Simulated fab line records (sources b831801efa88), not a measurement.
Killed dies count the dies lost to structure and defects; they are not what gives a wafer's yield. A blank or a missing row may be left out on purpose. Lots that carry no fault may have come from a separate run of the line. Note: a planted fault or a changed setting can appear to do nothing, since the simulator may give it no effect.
A lot that was struck, set against a sound lot / flow sfqLine / 24 steps out of a route of 325
Sound: the wafers L915.2, L915.4, L915.6. The struck wafers were L925.1, L925.2, L925.4. The cause comes at the end.
For every step that has rows: the tool of each side, followed by ch and its chambers, followed by its first start. Under that, the readings that differ: sound wafers / struck wafers / difference of the means / sigmas: that difference in standard deviations of wafers without a fault.
alike: readings with means less than 2 such deviations apart, plus words and numbers identical on both sides. not compared: withheld readings, readings lacking a value on some wafer, bounds such as >300 that could conceal the same value, and numbers that have no deviation in the record and whose values overlap.
The two part at a step that has a row with sigmas, a row that says differs or no value, or rows on one side only. Numbers that don't overlap but have no deviation are shown without sigmas and don't part them. A reading missing from all wafers of one side parts the sides only when that side holds two or more wafers.

first, 6 steps without rows for these wafers: SFQ_TRILAYER_I1_VIA_LITHO_COAT_054 (resist thk 62 nm); SFQ_TRILAYER_I1_VIA_LITHO_COAT_049 (resist thk 650 nm); SFQ_TRILAYER_I1_VIA_LITHO_SOFTBAKE_053; SFQ_TRILAYER_I1_VIA_LITHO_EXPOSE_050 (exposes mask I1, target cd 500 nm); SFQ_TRILAYER_I1_VIA_LITHO_PEB_052 (peb time 60 s); SFQ_TRILAYER_I1_VIA_LITHO_DEVELOP_051 (time 60 s).
SFQ_I1_OVL_MEAS_913:
  sound on overlay-01 at day 17 16:50; struck on overlay-01 at day 21 00:41
  alike: I1_OVL
SFQ_TRILAYER_I1_VIA_BARC_OPEN_VIA_ETCH_071: etches BARC in O2, target depth 125 nm, time 41.7 s.
  sound on rieDiel-03 ch 0,1,2, day 17 16:52; struck on rieDiel-02 ch 0,1,2, day 21 00:43
  alike: biasW, drypumpMotorCurrentA, oesProductAu
  not compared: rfHoursCounterH
SFQ_TRILAYER_I1_VIA_ETCH_VIA_ETCH_052: etches SiO2 in CHF3, stops on Nb, target depth 260 nm.
  sound on rieDiel-03 ch 0,1,2, day 17 16:55; struck on rieDiel-02 ch 0,1,2, day 21 00:46
  alike: biasW, drypumpMotorCurrentA, oesProductAu
SFQ_TRILAYER_I1_VIA_STRIP_STRIP_053: strips in O2.
  sound on rieMetal-02 ch 0, day 17 17:13; struck on rieMetal-02 ch 0,1, day 21 00:52
  alike: drypumpMotorCurrentA, oesProductAu
  not compared: rfHoursCounterH
then, 2 steps without rows for these wafers: SFQ_TRILAYER_I1_VIA_STRIP_SOLV_CLEAN_054 (cleans in NMP, time 600 s); SFQ_TRILAYER_M2_DEP_PRE_CLEAN_056 (time 22.5 s).
SFQ_TRILAYER_M2_DEP_SPUTTER_055: material Nb, target thk 200 nm, time 133.3 s.
  sound on pvdSputter-06 at day 17 18:26; struck on pvdSputter-06 at day 21 01:41
  alike: substrateTempC, throttleValvePct
SFQ_M2_RS_MEAS_914: measures by four-point-probe.
  sound on filmMetro-01 at day 17 18:33; struck on filmMetro-04 at day 21 01:46
reading=M2_NB_RS (ohm/sq); sound=0.893 0.893 0.897; struck=1.064 1.065 1.042; difference=+0.163; sigmas=+15
then, 6 steps without rows for these wafers: SFQ_TRILAYER_M2_LITHO_COAT_062 (resist thk 62 nm); SFQ_TRILAYER_M2_LITHO_COAT_057 (resist thk 600 nm); SFQ_TRILAYER_M2_LITHO_SOFTBAKE_061; SFQ_TRILAYER_M2_LITHO_EXPOSE_058 (exposes mask M2, target cd 500 nm); SFQ_TRILAYER_M2_LITHO_PEB_060 (peb time 60 s); SFQ_TRILAYER_M2_LITHO_DEVELOP_059 (time 60 s).
-- the record jumps here: 3 days lie between the struck wafers' starts before and after --
SFQ_M2_OVL_MEAS_916:
  sound on overlay-01 at day 20 15:05; struck on overlay-02 at day 23 18:13
  alike: M2_OVL
SFQ_TRILAYER_M2_BARC_OPEN_METAL_ETCH_077: etches BARC in O2, target depth 125 nm, time 41.7 s.
  sound on rieMetal-03 ch 0,1, day 20 15:07; struck on rieMetal-03 ch 0, day 23 18:15
  alike: biasW, drypumpMotorCurrentA, oesProductAu
  not compared: rfHoursCounterH
SFQ_TRILAYER_M2_ETCH_METAL_ETCH_060: etches Nb in Cl2/Ar, stops on SiO2, target depth 240 nm, time 120 s.
  sound on rieMetal-03 ch 0,1, day 20 15:11; struck on rieMetal-03 ch 0, day 23 18:22
reading=oesProductAu (a.u.); sound=0.889 0.891 0.883; struck=0.821 0.826 0.829; difference=-0.062; sigmas=-8
  alike: biasW, drypumpMotorCurrentA
  not compared: rfHoursCounterH
SFQ_TRILAYER_M2_STRIP_STRIP_061: strips in O2.
  sound on rieMetal-03 ch 0,1, day 20 15:19; struck on rieMetal-03 ch 0, day 23 18:37
  alike: drypumpMotorCurrentA, oesProductAu
  not compared: rfHoursCounterH

== WHERE THEY PART ==
First at SFQ_M2_RS_MEAS_914; last, within this record, at SFQ_TRILAYER_M2_ETCH_METAL_ETCH_060. Later steps at which nothing parts them and some readings are alike: SFQ_TRILAYER_M2_STRIP_STRIP_061.

WHY: whatever the simulator had introduced
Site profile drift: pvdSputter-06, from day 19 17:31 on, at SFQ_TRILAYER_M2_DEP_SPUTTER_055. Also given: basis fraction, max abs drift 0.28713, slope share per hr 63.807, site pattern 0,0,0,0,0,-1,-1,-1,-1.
